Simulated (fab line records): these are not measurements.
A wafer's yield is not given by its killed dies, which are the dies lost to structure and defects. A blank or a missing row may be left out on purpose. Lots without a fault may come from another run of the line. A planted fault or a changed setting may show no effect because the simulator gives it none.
fab line records	flow sky130
record lots=5	wafers=15	last_day=51
route steps=708 shown VT_ADJUST_HVTP@89 VT_ADJUST_LVTN@97 PAD_OPEN@708
lots that met no fault: from a run of the same line without faults
start_h: the number of hours between the record's first day and the start of the first shown wafer of the lot	wait_h: hours since the lot's step before	" same as the row above	L1.1+2: several wafers, shown together as one row	- no value present, or no start provided	* or withheld: withheld	< > ~ a bound
route shown NAME@n: names a module that has steps shown in the file, with the first one's number in the route	usual: average and standard deviation across the fault-free wafers	same: alike in all rows	chamber/n: place in a boat	sites: each site's reading	_std_site: the values' standard deviation	_edge_site: mean of outer sites minus mean of inner sites	radius_mm: for every site, how far away it sits from the centre of the wafer	mask NAME#n: copy n	behind: the tool/chamber that last shaped the wafer	hold: why the lot was held/for how many hours/how that ended	device: the transistor (n, p or np) that didn't switch	end of line: tests of these same wafers at the route's end	where a step has no rows: the recipe by itself	killed: at the first sort, the dies lost to defects and structure; wafer yield is something else	map: per-die view of a wafer (x killed, . not killed, _ where there is no die)
set.NAME: the setting as run; set.NAME@STEP: as run at that earlier step	model.NAME: the simulator's own value behind a step, which no gauge read
certain route steps with their lots: each step a table, each wafer a row
services: the hour from which a tool's chamber was out of use, counted from the record's first day as start_h (under 0 if before that day), plus the number of hours and why
## steps
# step SKY_VT_ADJUST_HVTP_EXPOSE_04
# recipe mask_id=HVTPM	na=0.6	source_shape=conventional	sigma_outer=0.6	polarization=unpolarized	target_cd_nm=380	dose_mj=140
# step SKY_VT_ADJUST_HVTP_PEB_05
# recipe temp_c=withheld	time_s=*	resist=NOVOLAK
# step SKY_VT_ADJUST_HVTP_DEVELOP_06
# recipe resist=NOVOLAK	developer=TMAH	develop_time_s=60	dev_temp_c=23
# step SKY_VT_ADJUST_HVTP_CD_MEAS_07
# recipe target_cd_nm=380
# usual cd_nm=379.2/2.2
lot.wafer	tool	chamber	start_h	wait_h	cd_nm
L928.2	cd_sem-01	-	137.92	0.1	376.2
L928.4	"	-	"	"	379.5
L928.6	"	-	"	"	379.9
L929.1	cd_sem-02	-	145.35	0.1	380.7
L929.3	"	-	"	"	382.2
L929.4	"	-	"	"	381.5
L934.2	cd_sem-01	-	174.07	0.1	379.0
L934.3	"	-	"	"	379.4
L934.6	"	-	"	"	381.7
L940.1	cd_sem-02	-	210.60	0.1	375.3
L940.3	"	-	"	"	375.7
L940.5	"	-	"	"	379.2
L949.1	cd_sem-02	-	268.80	0.1	377.2
L949.3	"	-	"	"	378.6
L949.4	"	-	"	"	377.4
# step SKY_VT_ADJUST_HVTP_OVL_MEAS_08
# usual VT_ADJUST_HVTP_OVL=-0.5/1.6
lot.wafer	tool	chamber	start_h	wait_h	VT_ADJUST_HVTP_OVL[nm]
L928.2	overlay-01	-	138.02	0.1	-0.7
L928.4	"	-	"	"	-1.1
L928.6	"	-	"	"	-0.6
L929.1	overlay-02	-	145.47	0.1	0.8
L929.3	"	-	"	"	0.1
L929.4	"	-	"	"	2.4
L934.2	overlay-02	-	174.17	0.1	-1.4
L934.3	"	-	"	"	-0.6
L934.6	"	-	"	"	0.0
L940.1	overlay-02	-	210.72	0.1	-2.8
L940.3	"	-	"	"	-3.8
L940.5	"	-	"	"	-2.8
L949.1	overlay-01	-	268.92	0.1	-4.4
L949.3	"	-	"	"	-2.7
L949.4	"	-	"	"	-1.6
# step SKY_VT_ADJUST_HVTP_IMPLANT_09
# recipe species=As	energy_kev=150	dose_cm2=4.3e+12	tilt_deg=withheld
# step SKY_VT_ADJUST_HVTP_STRIP_10
# recipe chemistry=O2/N2	power_w=1400	pressure_mtorr=1500	platen_temp_c=withheld	o2_flow_sccm=3000	n2_flow_sccm=300	overash_fraction=0.5
# usual drypump_motor_current_A=5.7/0.36	oes_product_au=0.716/0.0045	strip_time_to_endpoint_s=14.18/0.038
lot.wafer	tool	chamber	start_h	wait_h	drypump_motor_current_A	oes_product_au	rf_hours_counter_h	strip_time_to_endpoint_s
L928.2	plasma_asher-04	1	138.20	0.1	5.7	0.709	45	14.21
L928.4	"	0	"	"	6.1	0.715	-	14.24
L928.6	"	0	"	"	6.2	0.709	-	14.23
L929.1	plasma_asher-01	0	145.66	0.1	5.0	0.719	45	14.11
L929.3	"	1	"	"	5.7	0.718	-	14.09
L929.4	"	0	"	"	5.0	0.717	-	14.15
L934.2	plasma_asher-01	1	174.35	0.1	5.7	0.711	48	14.15
L934.3	"	0	"	"	5.0	0.714	-	14.19
L934.6	"	1	"	"	5.7	0.712	-	14.22
L940.1	plasma_asher-04	1	210.91	0.1	5.7	0.715	52	14.20
L940.3	"	1	"	"	5.7	0.721	-	14.20
L940.5	"	1	"	"	5.7	0.713	-	14.17
L949.1	plasma_asher-04	0	269.10	0.1	6.2	0.714	58	14.18
L949.3	"	1	"	"	5.7	0.708	-	14.20
L949.4	"	0	"	"	6.1	0.714	-	14.20
# step SKY_VT_ADJUST_HVTP_TW_MEAS_11
# usual VT_ADJUST_HVTP_TW=1353/17
lot.wafer	tool	chamber	start_h	wait_h	VT_ADJUST_HVTP_TW
L928.2	film_metro-03	-	138.31	0.1	1342
L928.4	"	-	"	"	1339
L928.6	"	-	"	"	1336
L929.1	film_metro-02	-	145.76	0.1	1375
L929.3	"	-	"	"	1372
L929.4	"	-	"	"	1370
L934.2	film_metro-02	-	174.46	0.1	1359
L934.3	"	-	"	"	1356
L934.6	"	-	"	"	1363
L940.1	film_metro-03	-	211.01	0.1	1342
L940.3	"	-	"	"	1338
L940.5	"	-	"	"	1337
L949.1	film_metro-04	-	269.20	0.1	1361
L949.3	"	-	"	"	1360
L949.4	"	-	"	"	1359
# step SKY_VT_ADJUST_LVTN_DEHYDRATE_00
# recipe temp_c=200	time_s=60
# step SKY_VT_ADJUST_LVTN_HMDS_01
# recipe prime_time_s=60	prime_temp_c=120
# step SKY_VT_ADJUST_LVTN_COAT_02
# recipe spin_rpm=2000	resist_thk_nm=3000
# step SKY_VT_ADJUST_LVTN_SOFTBAKE_03
# recipe temp_c=110	time_s=withheld
# step SKY_VT_ADJUST_LVTN_EXPOSE_04
# recipe mask_id=NWM_COMPLEMENT_LESS_NATIVE	na=0.6	source_shape=conventional	sigma_outer=0.6	polarization=unpolarized	target_cd_nm=840	dose_mj=194
# usual stage_vel_mm_s=500.00/0.23
lot.wafer	tool	chamber	start_h	wait_h	mask	stage_vel_mm_s
L928.2	iline_stepper-01	0	148.09	-	NWM_COMPLEMENT_LESS_NATIVE#0	500.22
L928.4	"	0	"	"	NWM_COMPLEMENT_LESS_NATIVE#0	500.19
L928.6	"	0	"	"	NWM_COMPLEMENT_LESS_NATIVE#0	500.23
L929.1	iline_stepper-01	0	155.05	-	HVTPM#0	499.87
L929.3	"	0	"	"	HVTPM#0	500.40
L929.4	"	0	"	"	HVTPM#0	499.81
L934.2	iline_stepper-01	0	186.18	-	NWM_COMPLEMENT_LESS_NATIVE#0	499.80
L934.3	"	0	"	"	NWM_COMPLEMENT_LESS_NATIVE#0	500.25
L934.6	"	0	"	"	NWM_COMPLEMENT_LESS_NATIVE#0	500.23
L940.1	iline_stepper-02	0	222.42	-	NWM_COMPLEMENT_LESS_NATIVE#0	500.27
L940.3	"	0	"	"	NWM_COMPLEMENT_LESS_NATIVE#0	500.09
L940.5	"	0	"	"	NWM_COMPLEMENT_LESS_NATIVE#0	500.06
L949.1	iline_stepper-01	0	282.15	-	NWM_COMPLEMENT_LESS_NATIVE#0	499.91
L949.3	"	0	"	"	NWM_COMPLEMENT_LESS_NATIVE#0	499.91
L949.4	"	0	"	"	NWM_COMPLEMENT_LESS_NATIVE#0	500.06
# step SKY_VT_ADJUST_LVTN_PEB_05
# recipe temp_c=115	time_s=withheld
# step SKY_VT_ADJUST_LVTN_DEVELOP_06
# recipe wall_angle_deg=90	developer=TMAH	develop_time_s=60	dev_temp_c=23
# step SKY_VT_ADJUST_LVTN_OVL_MEAS_07
# usual VT_ADJUST_LVTN_OVL=-0.5/1.2
lot.wafer	tool	chamber	start_h	wait_h	VT_ADJUST_LVTN_OVL[nm]
L928.2	overlay-02	-	157.54	-	0.6
L928.4	"	-	"	"	0.2
L928.6	"	-	"	"	0.2
L929.1	overlay-02	-	165.00	-	-
L929.3	"	-	"	"	-
L929.4	"	-	"	"	-
L934.2	overlay-02	-	196.69	-	-0.2
L934.3	"	-	"	"	0.8
L934.6	"	-	"	"	-0.9
L940.1	overlay-02	-	233.93	-	-0.5
L940.3	"	-	"	"	0.6
L940.5	"	-	"	"	0.8
L949.1	overlay-01	-	294.38	-	-0.4
L949.3	"	-	"	"	-1.5
L949.4	"	-	"	"	-1.2
# step SKY_VT_ADJUST_LVTN_IMPLANT_08
# recipe species=B	energy_kev=30	dose_cm2=1.57e+12	tilt_deg=withheld
# step SKY_VT_ADJUST_LVTN_STRIP_09
# recipe chemistry=O2/N2	power_w=1400	pressure_mtorr=1500	platen_temp_c=withheld	o2_flow_sccm=3000	n2_flow_sccm=300	overash_fraction=0.5
# usual drypump_motor_current_A=5.84/0.27	oes_product_au=0.722/0.0045	strip_time_to_endpoint_s=36.88/0.093
lot.wafer	tool	chamber	start_h	wait_h	drypump_motor_current_A	oes_product_au	rf_hours_counter_h	strip_time_to_endpoint_s
L928.2	plasma_asher-03	0	157.72	0.1	5.69	0.725	33	36.95
L928.4	"	0	"	"	5.68	0.726	-	36.94
L928.6	"	0	"	"	5.68	0.719	-	36.86
L929.1	plasma_asher-03	1	165.18	0.1	5.62	0.722	33	36.83
L929.3	"	0	"	"	5.69	0.722	-	36.88
L929.4	"	1	"	"	5.59	0.719	-	36.97
L934.2	plasma_asher-03	1	196.87	0.1	5.61	0.724	37	36.79
L934.3	"	1	"	"	5.62	0.723	-	36.96
L934.6	"	0	"	"	5.68	0.724	-	36.85
L940.1	plasma_asher-02	1	234.12	0.1	6.33	0.722	10	36.80
L940.3	"	1	"	"	6.35	0.735	-	36.78
L940.5	"	1	"	"	6.33	0.725	-	36.79
L949.1	plasma_asher-04	1	294.57	0.1	5.70	0.717	61	37.07
L949.3	"	0	"	"	6.18	0.722	-	36.97
L949.4	"	1	"	"	5.68	0.716	-	37.07
# step SKY_VT_ADJUST_LVTN_TW_MEAS_10
# usual VT_ADJUST_LVTN_TW=240.8/2.3
lot.wafer	tool	chamber	start_h	wait_h	VT_ADJUST_LVTN_TW
L928.2	film_metro-03	-	157.83	0.1	238.7
L928.4	"	-	"	"	237.8
L928.6	"	-	"	"	238.9
L929.1	film_metro-04	-	165.28	0.1	30.2
L929.3	"	-	"	"	30.1
L929.4	"	-	"	"	30.2
L934.2	film_metro-03	-	196.98	0.1	236.8
L934.3	"	-	"	"	236.6
L934.6	"	-	"	"	236.3
L940.1	film_metro-03	-	234.22	0.1	236.1
L940.3	"	-	"	"	236.1
L940.5	"	-	"	"	235.5
L949.1	film_metro-04	-	294.67	0.1	242.5
L949.3	"	-	"	"	241.7
L949.4	"	-	"	"	242.1
# step SKY_VT_ADJUST_LVTN_DEHYDRATE_11
# recipe temp_c=200	time_s=60
# step SKY_PAD_OPEN_PROBE_99
# usual killed_at_M0_to_M3=43/7.5	killed_at_M4_up=3.2/1.9	killed_at_contacts=24/5.6	killed_at_front_end=15/4.8	killed_dies=86/11	killed_on_rim=17/3.6	killed_open=47/7.6	killed_short=39/7.1
# same gross_dies=492	killed_at_back_side=0	killed_at_other=0
lot.wafer	tool	chamber	start_h	wait_h	killed_at_M0_to_M3	killed_at_M4_up	killed_at_contacts	killed_at_front_end	killed_dies	killed_on_rim	killed_open	killed_short	model.etest.tip_p.rs_ohm_sq	model.etest.pfet_01v8.r_on_ohm_um	model.etest.nfet_01v8_lvt.drive_ua_um	model.etest.nfet_01v8.drive_ua_um	model.etest.nfet_01v8_turned.drive_ua_um	model.etest.nfet_01v8_swapped.drive_ua_um	model.etest.pfet_01v8.drive_ua_um	model.etest.pfet_01v8_mvt.drive_ua_um
L928.2	prober-02	-	1106.84	0.1	34	8	16	14	72	15	42	30	6928	2850	585.8	519	515.4	515.9	194.2	154.6
L928.4	prober-02	-	1106.94	0.2	41	1	27	11	80	17	42	38	6901	2787	583.3	510.1	515.9	512.9	201.6	157.6
L928.6	prober-02	-	1107.04	0.2	51	4	32	18	105	24	60	45	6887	2818	575.6	504.6	510.8	510.4	198.1	155.7
L929.1	prober-01	-	1118.65	0.1	43	0	17	432	492	96	40	35	6339	2680	612.8	526	531.3	527.4	223.5	182.4
L929.3	prober-01	-	1118.75	0.2	28	2	16	446	492	96	30	30	6360	2628	628.8	543.8	541.9	543.3	227.5	185.2
L929.4	prober-01	-	1118.80	0.2	44	4	22	422	492	96	45	38	6336	2610	617.1	537.5	536.8	537.3	232	184.5
L934.2	prober-01	-	1144.53	0.1	30	2	33	14	79	17	40	39	6906	2843	575.6	503.2	507.8	503.9	196.8	152.6
L934.3	prober-01	-	1144.58	0.2	37	4	21	23	85	16	50	35	6884	2824	571.8	502.4	506	505.1	198.1	151.2
L934.6	prober-01	-	1144.73	0.2	42	6	30	22	100	19	49	51	6898	2846	579.5	504.6	504.9	503.7	193.4	150.6
L940.1	prober-02	-	1173.94	0.1	61	2	28	12	103	20	53	50	6916	2906	599	528.1	531.9	531.7	189.3	149.7
L940.3	prober-02	-	1174.04	0.2	37	2	31	14	84	22	41	43	6897	2867	587.5	516.6	520.7	518.9	191.7	151.5
L940.5	prober-02	-	1174.14	0.2	39	2	22	17	80	10	38	42	6956	2900	588.1	509.9	511.3	511.9	189.7	147.9
L949.1	prober-02	-	1215.01	0.1	42	0	31	20	93	22	44	49	6674	2906	577.7	504.5	506.8	511.2	192.9	154.6
L949.3	prober-02	-	1215.11	0.2	41	1	18	13	73	9	40	33	6653	2966	565.2	497.2	492.9	499	188.4	152.2
L949.4	prober-02	-	1215.16	0.2	39	6	22	19	86	15	49	37	6659	2822	574.4	502.6	506.8	503.3	200.3	158
# killed by level:class
L928.2 VIA1:geometric_particle:open=12 CONTACT:geometric_particle:open=8 POLY_GATE:geometric_particle:open=5 METAL4:geometric_particle:short=5 VIA1:geometric_particle:short=4 METAL2:geometric_particle:short=4 POLY_GATE:geometric_particle:short=3 METAL3:geometric_particle:short=3
L928.4 CONTACT:geometric_particle:open=9 VIA1:geometric_particle:open=8 METAL1:geometric_particle:short=6 LI_CONTACT:geometric_particle:open=5 CONTACT:geometric_particle:short=5 VIA3:geometric_particle:short=5 VIA2:geometric_particle:open=5 FIELD_ISO:geometric_particle:short=4
L928.6 CONTACT:geometric_particle:open=11 VIA1:geometric_particle:open=11 LOCAL_INTERCONNECT:geometric_particle:short=10 VIA3:geometric_particle:open=9 VIA2:geometric_particle:open=8 LI_CONTACT:geometric_particle:open=7 FIELD_ISO:geometric_particle:short=5 METAL2:geometric_particle:short=5
L929.1 VT_ADJUST_LVTN:area_expose=417 METAL1:geometric_particle:short=9 CONTACT:geometric_particle:open=8 VIA1:geometric_particle:open=8 VIA2:geometric_particle:open=8 FIELD_ISO:geometric_particle:open=5 LI_CONTACT:geometric_particle:short=4 VIA2:geometric_particle:short=4
L929.3 VT_ADJUST_LVTN:area_expose=432 METAL2:geometric_particle:short=9 CONTACT:geometric_particle:open=5 VIA1:geometric_particle:open=5 FIELD_ISO:geometric_particle:open=4 FIELD_ISO:geometric_particle:short=4 LI_CONTACT:geometric_particle:open=4 CONTACT:geometric_particle:short=3
L929.4 VT_ADJUST_LVTN:area_expose=409 VIA1:geometric_particle:open=14 CONTACT:geometric_particle:open=8 FIELD_ISO:geometric_particle:short=5 LI_CONTACT:geometric_particle:open=5 LOCAL_INTERCONNECT:geometric_particle:short=5 VIA3:geometric_particle:open=4 METAL2:geometric_particle:short=4
L934.2 CONTACT:geometric_particle:open=15 METAL1:geometric_particle:short=6 FIELD_ISO:geometric_particle:short=5 VIA3:geometric_particle:open=5 VIA1:geometric_particle:open=5 POLY_GATE:geometric_particle:short=4 LI_CONTACT:geometric_particle:short=4 LI_CONTACT:geometric_particle:open=4
L934.3 FIELD_ISO:geometric_particle:short=8 CONTACT:geometric_particle:open=7 VIA1:geometric_particle:open=7 VIA2:geometric_particle:open=7 VIA3:geometric_particle:open=7 CONTACT:geometric_particle:short=6 POLY_GATE:geometric_particle:open=6 FIELD_ISO:geometric_particle:open=4
L934.6 LOCAL_INTERCONNECT:geometric_particle:short=9 CONTACT:geometric_particle:open=9 VIA1:geometric_particle:open=9 POLY_GATE:geometric_particle:short=7 VIA1:geometric_particle:short=7 VIA3:geometric_particle:open=6 POLY_GATE:geometric_particle:open=5 LI_CONTACT:geometric_particle:open=5
L940.1 CONTACT:geometric_particle:open=14 VIA1:geometric_particle:open=10 VIA2:geometric_particle:open=9 METAL1:geometric_particle:short=7 METAL2:geometric_particle:short=7 VIA3:geometric_particle:open=6 VIA2:geometric_particle:short=6 LI_CONTACT:geometric_particle:short=5
L940.3 CONTACT:geometric_particle:open=13 POLY_GATE:geometric_particle:short=8 VIA1:geometric_particle:open=7 METAL1:geometric_particle:short=6 FIELD_ISO:geometric_particle:open=5 LI_CONTACT:geometric_particle:open=5 LOCAL_INTERCONNECT:geometric_particle:short=5 CONTACT:geometric_particle:short=5
L940.5 VIA1:geometric_particle:open=12 METAL2:geometric_particle:short=9 FIELD_ISO:geometric_particle:short=7 LI_CONTACT:geometric_particle:open=6 CONTACT:geometric_particle:short=6 CONTACT:geometric_particle:open=5 VIA1:geometric_particle:short=4 VIA2:geometric_particle:open=4
L949.1 CONTACT:geometric_particle:short=9 VIA2:geometric_particle:open=8 POLY_GATE:geometric_particle:short=7 LI_CONTACT:geometric_particle:open=7 VIA1:geometric_particle:open=6 POLY_GATE:geometric_particle:open=5 LI_CONTACT:geometric_particle:short=5 CONTACT:geometric_particle:open=5
L949.3 VIA1:geometric_particle:open=9 VIA3:geometric_particle:open=8 CONTACT:geometric_particle:open=6 METAL2:geometric_particle:short=5 FIELD_ISO:geometric_particle:short=4 LI_CONTACT:geometric_particle:short=4 CONTACT:geometric_particle:short=4 VIA2:geometric_particle:open=4
L949.4 CONTACT:geometric_particle:open=13 VIA1:geometric_particle:open=8 METAL2:geometric_particle:short=6 FIELD_ISO:geometric_particle:short=4 POLY_GATE:geometric_particle:open=4 POLY_GATE:geometric_particle:short=4 CONTACT:geometric_particle:short=4 VIA2:geometric_particle:short=4
# map L929.1 (x killed, . not)
__________xxxxxxxxxx_________
________xxxxxxxxxxxxxx_______
______xxxxxxxxxxxxxxxxxx_____
_____xxxxxxxxxxxxxxxxxxxx____
____xxxxxxxxxxxxxxxxxxxxxx___
___xxxxxxxxxxxxxxxxxxxxxxxx__
__xxxxxxxxxxxxxxxxxxxxxxxxxx_
_xxxxxxxxxxxxxxxxxxxxxxxxxxxx
_xxxxxxxxxxxxxxxxxxxxxxxxxxxx
_xxxxxxxxxxxxxxxxxxxxxxxxxxxx
_xxxxxxxxxxxxxxxxxxxxxxxxxxxx
_xxxxxxxxxxxxxxxxxxxxxxxxxxxx
_xxxxxxxxxxxxxxxxxxxxxxxxxxxx
_xxxxxxxxxxxxxxxxxxxxxxxxxxxx
_xxxxxxxxxxxxxxxxxxxxxxxxxxxx
__xxxxxxxxxxxxxxxxxxxxxxxxxx_
___xxxxxxxxxxxxxxxxxxxxxxxx__
____xxxxxxxxxxxxxxxxxxxxxx___
_____xxxxxxxxxxxxxxxxxxxx____
______xxxxxxxxxxxxxxxxxx_____
________xxxxxxxxxxxxxx_______
__________xxxxxxxxxx_________
# map L934.6 (x killed, . not)
__________.........._________
________.....x.......x_______
______.........xx...x..x_____
_____x...x........x....x.____
____..x.....x....xxx......___
___...x.xx.x.....x..xx....x__
__...x.x.......x............_
_.x.......xx.............x...
_..x..x.x.x..................
_..x...x.....x..........xx...
_........x...xxxx.........xxx
_.x........x...x....x........
_.xx..x.x...xx....x.xx..x....
_x.........x..........x......
_.........x...x.xxx.....xx...
__.x.....x..........x.....xx_
___....x...xx...xx.....xx..__
____x..x............x.....___
_____x..x..x......x...xx.____
______.x..xx.........x.._____
________........x....._______
__________...xx.x..._________
## services
tool	chamber	start_h	hours	kind
plasma_asher-02	0	117.80	-	clean
plasma_asher-02	1	117.80	-	clean
plasma_asher-04	-	139.27	1.2	repair
iline_stepper-01	-	156.75	0.5	repair
iline_stepper-02	-	178.02	1.7	pm
plasma_asher-02	-	182.09	9.5	repair
iline_stepper-02	-	182.42	4.1	repair
iline_stepper-01	-	214.02	1.7	pm
plasma_asher-01	-	247.29	0.4	repair
plasma_asher-03	-	250.99	3.5	repair
plasma_asher-02	-	258.90	4.5	repair
## key
first_sign step=SKY_VT_ADJUST_LVTN_EXPOSE_04	reading=mask	direction=changed
effect step=SKY_VT_ADJUST_LVTN_OVL_MEAS_07	reading=VT_ADJUST_LVTN_OVL	direction=missing
effect step=SKY_VT_ADJUST_LVTN_TW_MEAS_10	reading=VT_ADJUST_LVTN_TW	direction=down	sigmas=93	usual=240.8	struck=30.1
effect step=SKY_PAD_OPEN_PROBE_99	reading=killed_at_front_end	direction=up	sigmas=88	usual=15	struck=433
model_effect step=SKY_PAD_OPEN_PROBE_99	value=etest.tip_p.rs_ohm_sq	without=6852	struck=6345
more_kills_born_at SKY_VT_ADJUST_LVTN_EXPOSE_04@iline_stepper-01=1258
met_at SKY_VT_ADJUST_LVTN_EXPOSE_04
struck_wafers L929.1,L929.3,L929.4
tester_left_out L929
onset_between 148.09 155.05
fault kind=wrong_mask	tool=any	chamber=-	onset_h=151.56	steps=SKY_VT_ADJUST_LVTN_EXPOSE_04	aux_copy=HVTPM#0	scope=struck_lots_only
# tester_left_out: of these lots the tester's yield and bins aren't shown, on N5 and GAA mostly nor the transistor test; their killed dies are dies lost to structure and defects alone, not to doping, threshold or leakage, so they don't give the yield
